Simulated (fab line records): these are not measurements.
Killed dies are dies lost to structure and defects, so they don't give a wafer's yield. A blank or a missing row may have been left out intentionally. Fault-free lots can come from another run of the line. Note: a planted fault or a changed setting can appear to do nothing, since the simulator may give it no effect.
Which tool was responsible? | flow gf180mcu | 33 wafers from 11 lots sampled at 2 of the route's 602 steps

WHAT THE GAUGES SHOWED, per wafer
GF_CONTACT_THK_MEAS_26: measures by xrf.
lot  | measured     | on           | CONTACT_W_THK (nm)
L639 | day 16 05:32 | filmMetro-01 | 304 294 301
L640 | day 16 17:03 | filmMetro-04 | 298 298 299
L641 | day 16 20:46 | filmMetro-04 | 292 288 294
L642 | day 17 07:47 | filmMetro-03 | 298 297 302
L646 | day 19 00:40 | filmMetro-03 | 289 296 293
L647 | day 19 06:38 | filmMetro-01 | 303 302 300
L654 | day 21 21:15 | filmMetro-03 | 291 290 292
L655 | day 22 06:55 | filmMetro-04 | 290 295 295
L656 | day 22 08:56 | filmMetro-03 | 297 296 295
L657 | day 22 16:47 | filmMetro-01 | 303 300 299
L659 | day 23 13:01 | filmMetro-03 | 303 299 300

WHICH TOOL RAN EACH LOT (tool, then ch and the chambers of the sampled wafers, then the start)
lot  | GF_VT_IMPLANT_EXPOSE_04
L639 | ilineStepper-01 ch 0, day 5 07:57
L640 | ilineStepper-02 ch 0, day 5 14:34
L641 | ilineStepper-02 ch 0, day 5 21:28
L642 | ilineStepper-02 ch 0, day 6 01:59
L646 | ilineStepper-02 ch 0, day 7 05:25
L647 | ilineStepper-02 ch 0, day 7 10:26
L654 | ilineStepper-01 ch 0, day 9 04:05
L655 | ilineStepper-01 ch 0, day 9 11:16
L656 | ilineStepper-01 ch 0, day 9 16:43
L657 | ilineStepper-01 ch 0, day 9 22:46
L659 | ilineStepper-01 ch 0, day 10 11:56
- GF_VT_IMPLANT_EXPOSE_04: exposes mask LVPWELL LV AREA, target cd 600 nm.

THE ANSWER, worked out from the rows above alone
Rule: the lots themselves supply what counts as usual. Put in order of their means at a reading, lots are off if they are a third of the lots or fewer, leave a main group of 4 or more, and stand apart from it by a gap of 3 or more times the standard deviation of the main group's means; of several such gaps the widest counts. The tables above print the reading to a certain number of digits; a main group whose means all agree to those digits is not used. Also off: a lot with no number at a reading for which 4 or more lots have one. Any other lot the step has rows for is counted as sound.
No lot is off on any of the readings shown, so nothing can be concluded from this.

WHAT HAD BEEN PUT IN BY THE SIMULATOR
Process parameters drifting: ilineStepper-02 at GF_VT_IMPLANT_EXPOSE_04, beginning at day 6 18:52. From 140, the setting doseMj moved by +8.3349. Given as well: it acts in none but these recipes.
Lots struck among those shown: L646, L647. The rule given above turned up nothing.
